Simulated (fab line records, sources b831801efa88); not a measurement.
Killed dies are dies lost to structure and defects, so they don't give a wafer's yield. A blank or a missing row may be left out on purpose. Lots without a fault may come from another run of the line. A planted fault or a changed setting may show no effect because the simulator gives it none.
One fault seen from 2 desks | flow sky130 | each desk has only its own numbers; what lay behind them comes last

THE TOOL OWNER'S DESK: pvd_sputter-04
The tool's own readings at SKY_METAL1_SPUTTER_03 (material Ti, target thk 5 nm, time 3.3 s): means of the sampled wafers that have a number, for each lot that ran on this tool. A lot is out of limits, marked OUT, if its mean lies more than 4 standard deviations from the usual mean; the brackets give that distance.
Columns: A = cathode_dc_power_W at SKY_METAL1_SPUTTER_03, usual 3000.0 W; B = throttle_valve_pct at SKY_METAL1_SPUTTER_03, usual 29.9 %
lot  | first seen here | A                        | B
L402 | day 31 15:45    | 3000.1                   | 29.5
L404 | day 32 08:59    | 2903.8 (-99 or more) OUT | 29.8
This desk's finding: out of limits on L404; first on L404, day 32 08:59 (cathode_dc_power_W at SKY_METAL1_SPUTTER_03). In limits: L402.

THE METROLOGY DESK
What the gauges read, lot by lot, whatever tool the lot ran on: means of the sampled wafers that have a number. A lot is out of limits, marked OUT, if its mean lies more than 4 standard deviations from the usual mean; the brackets give that distance.
Columns: A = CONTACT_W_RS at SKY_CONTACT_RS_MEAS_25, usual 0.340 ohm/sq; B = CONTACT_W_THK at SKY_CONTACT_THK_MEAS_26, usual 343 nm
lot  | first seen here | A     | B
L403 | day 31 12:23    | 0.343 | 335
L402 | day 31 15:14    | 0.346 | 339
L404 | day 32 08:29    | 0.341 | 338
L413 | day 35 08:04    | 0.338 | 344
L421 | day 38 17:51    | 0.344 | 338
This desk's finding: nothing out of limits on any of the 5 lots.

PUT TOGETHER
The tool owner's desk could have raised an alarm at day 32 08:59, on L404.
The metrology desk saw nothing out of limits.
The metrology desk has L404 on record, within its limits.
Of the lots named, all ran SKY_METAL1_SPUTTER_03 on pvd_sputter-04.

WHAT THE SIMULATOR HAD PUT IN
Process parameter drift: pvd_sputter-04, from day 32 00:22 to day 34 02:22, at SKY_METAL1_SPUTTER_03. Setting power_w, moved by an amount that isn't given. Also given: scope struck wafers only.
Lots struck among those shown: L404.
Hours from the fault's start to each desk's first reading out of limits: the tool owner's desk, 9.
